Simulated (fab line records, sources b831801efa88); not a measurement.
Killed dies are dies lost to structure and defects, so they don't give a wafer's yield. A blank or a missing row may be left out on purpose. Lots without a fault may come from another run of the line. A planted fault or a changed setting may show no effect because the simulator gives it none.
Which tool did it? | flow sky130 | 7 lots, 21 wafers sampled, at 2 steps of a route of 708

WHAT THE GAUGES READ, wafer by wafer
SKY_LI_CONTACT_OVL_MEAS_13.
lot  | measured     | on         | LI_CONTACT_OVL (nm)
L758 | day 31 17:08 | overlay-02 | -3 -3 -4
L762 | day 32 13:08 | overlay-01 | -2 -5 -5
L764 | day 33 05:28 | overlay-02 | 6 10 7
L767 | day 34 07:56 | overlay-02 | 3 4 3
L770 | day 35 05:13 | overlay-02 | -2 0 4
L772 | day 35 18:59 | overlay-02 | 3 -1 1
L774 | day 36 18:17 | overlay-02 | -2 -5 -3

WHICH TOOL RAN EACH LOT (tool, then ch and the chambers of the sampled wafers, then the start)
lot  | SKY_VT_ADJUST_HVTP_PEB_05
L758 | litho_track-01 ch 0, day 7 21:24
L762 | litho_track-01 ch 0, day 8 23:07
L764 | litho_track-02, day 9 10:19
L767 | litho_track-02 ch 0, day 10 09:29
L770 | litho_track-01 ch 0, day 10 23:13
L772 | litho_track-01 ch 0, day 11 08:16
L774 | litho_track-02 ch 0, day 12 18:13
- SKY_VT_ADJUST_HVTP_PEB_05

THE ANSWER, worked out from the rows above alone
Rule: what is usual is taken from the lots themselves. Put in order of their means at a reading, lots are off if they are a third of the lots or fewer, leave a main group of 4 or more, and stand apart from it by a gap of 3 or more times the standard deviation of the main group's means; of several such gaps the widest counts. A main group whose means are all the same, to the digits that the tables above print for the reading, isn't used. A lot without any number at a reading at which 4 lots or more have one is off too. The other lots that the step has rows for count as sound.
No lot is off at any reading shown: from this, nothing can be told.

WHAT THE SIMULATOR HAD PUT IN
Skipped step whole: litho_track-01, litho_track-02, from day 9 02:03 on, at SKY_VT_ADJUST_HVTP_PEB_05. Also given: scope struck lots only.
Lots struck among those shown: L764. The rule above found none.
